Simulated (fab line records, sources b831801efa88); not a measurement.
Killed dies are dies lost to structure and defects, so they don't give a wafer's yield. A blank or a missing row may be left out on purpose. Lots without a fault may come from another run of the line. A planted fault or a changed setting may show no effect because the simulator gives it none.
Which tool did it? | flow sky130 | 6 lots, 18 wafers sampled, at 2 steps of a route of 708

WHAT THE GAUGES READ, wafer by wafer
SKY_METAL5_RS_MEAS_05: measures by four-point-probe.
lot  | measured     | on            | METAL5_ALCU_RS (ohm/sq)
L305 | day 43 23:13 | film_metro-04 | 0.02791 0.02741 0.02733
L307 | day 44 13:17 | film_metro-03 | 0.02747 0.02717 0.02724
L313 | day 45 23:04 | film_metro-04 | 0.02695 0.0271 0.02687
L318 | day 47 17:46 | film_metro-04 | 0.02685 0.02659 0.02677
L320 | day 47 19:15 | film_metro-04 | 0.02647 0.02653 0.02723
L324 | day 48 16:46 | film_metro-03 | 0.02683 0.02689 0.0268

WHICH TOOL RAN EACH LOT (tool, then ch and the chambers of the sampled wafers, then the start)
lot  | SKY_METAL4_METAL_ETCH_18
L305 | rie_metal-02 ch 0,1, day 42 21:07
L307 | rie_metal-02 ch 0,1, day 43 11:58
L313 | rie_metal-03 ch 0,1, day 44 22:01
L318 | rie_metal-02 ch 0,1, day 46 18:07
L320 | rie_metal-03 ch 0,1, day 46 19:22
L324 | rie_metal-01 ch 0,1, day 47 19:05
- SKY_METAL4_METAL_ETCH_18: etches the open film in Cl2/BCl3, stops on SiO2, target depth 845 nm, time 183.1 s.

THE ANSWER, worked out from the rows above alone
Rule: what is usual is taken from the lots themselves. Put in order of their means at a reading, lots are off if they are a third of the lots or fewer, leave a main group of 4 or more, and stand apart from it by a gap of 3 or more times the standard deviation of the main group's means; of several such gaps the widest counts. A main group whose means are all the same, to the digits that the tables above print for the reading, isn't used. A lot without any number at a reading at which 4 lots or more have one is off too. The other lots that the step has rows for count as sound.
Off: L305, L307, at SKY_METAL5_RS_MEAS_05 (METAL5_ALCU_RS). The main group: mean 0.02682 ohm/sq, standard deviation 9.6e-05.
A tool fits if, at a process step before that reading, it ran every lot that is off, and no sound lot after the first of them. The gauges at SKY_METAL5_RS_MEAS_05 are tried like those tools. None of those tried fits.

WHAT THE SIMULATOR HAD PUT IN
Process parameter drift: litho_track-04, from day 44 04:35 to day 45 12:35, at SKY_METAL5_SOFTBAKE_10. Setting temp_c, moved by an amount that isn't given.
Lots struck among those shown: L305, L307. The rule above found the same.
